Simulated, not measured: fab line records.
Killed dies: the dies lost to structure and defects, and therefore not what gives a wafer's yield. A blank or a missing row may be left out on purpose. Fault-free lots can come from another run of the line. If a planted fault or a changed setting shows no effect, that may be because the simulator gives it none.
Problem report in the 8D (eight disciplines) form, filled by code | flow gf180mcu | the parts of the form that need people (team, actions taken, sign-off) are left out

1. THE ISSUE
Wafers without a fault read 39.99 Torr, standard deviation 0.084; chamberPressureTorr at GF_V3_CVD_23 reads a mean of 38.33 Torr on 4 wafers belonging to 2 lots. That is -20 standard deviations from the usual mean.
The step: deposits W, target thk 350 nm, time 104.9 s.
First observed at day 25 22:53: wafer L560.1, on cvdW-02. The record holds 42 wafers of 14 lots with a number at this step. Rule for "out", or "out of limits": more than 4 standard deviations from the usual mean. All remaining wafers that have a number are taken as sound.

2. WHAT IT IS, AND WHAT IT ISN'T
question                    | is                             | is not
which readings at this step | chamberPressureTorr            | heaterPowerW
which lots                  | L560, L561                     | L550, L551, L552, L555, L557, L562, L563, L569, L570, L571, L572, L573
which wafers of those lots  | L560.1, L560.5, L561.3, L561.5 | L560.2, L561.4
read on which tools         | cvdW-02                        | cvdW-01
when                        | from day 25 22:53              | up to then (16 sound wafers); but 22 sound wafers of L561, L562, L563, L569, L570, L571, L572, L573 came after

3. THE SUSPECTS, EACH WITH WHAT RULES IT OUT
Counting: any tool at a process step up to the reading remains a suspect provided it ran every lot that is out. Sound lots after the first of them don't rule it out here, since some wafers of a struck lot are sound.
- cvdW-02 at GF_V3_CVD_23 (deposits W, target thk 350 nm, time 104.9 s): kept. Every lot that is out went through it, the first being L560 (day 25 22:53); the last sound lot it ran before that was L555 (day 24 10:13). On those wafers its own readings are out: chamberPressureTorr.
- Within cvdW-02 at GF_V3_CVD_23, the wafers that are out were processed in chamber 1 and their sound lot-mates in chamber 0.
After counting, what remains is cvdW-02 at GF_V3_CVD_23.

4. THE CAUSE (what the simulator had put in)
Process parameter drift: cvdW-02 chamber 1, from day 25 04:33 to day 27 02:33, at GF_V3_CVD_23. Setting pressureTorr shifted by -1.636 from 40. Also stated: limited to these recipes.
Only this tool survived the counting.

5. THE CHAIN OF EFFECTS, in route order
One row per reading whose mean, taken over the struck wafers that have a number, lies over 3 standard deviations from the usual. Readings are gone through only where the record gives a usual standard deviation; hours: the median, over the lots, of the time from a lot's start at the first step in this table giving one to that lot's start at this step; sigmas: the change measured in usual standard deviations.
hours | step         | reading             | usual      | on struck wafers | change | sigmas
0     | GF_V3_CVD_23 | chamberPressureTorr | 39.99 Torr | 38.33            | -1.66  | -20
The process steps in it:
- GF_V3_CVD_23: deposits W, target thk 350 nm, time 104.9 s.

6. HOW IT WOULD HAVE BEEN CAUGHT EARLIER
In this record no reading fell out of limits until day 25 22:53, 18 hours after the fault had begun at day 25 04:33.
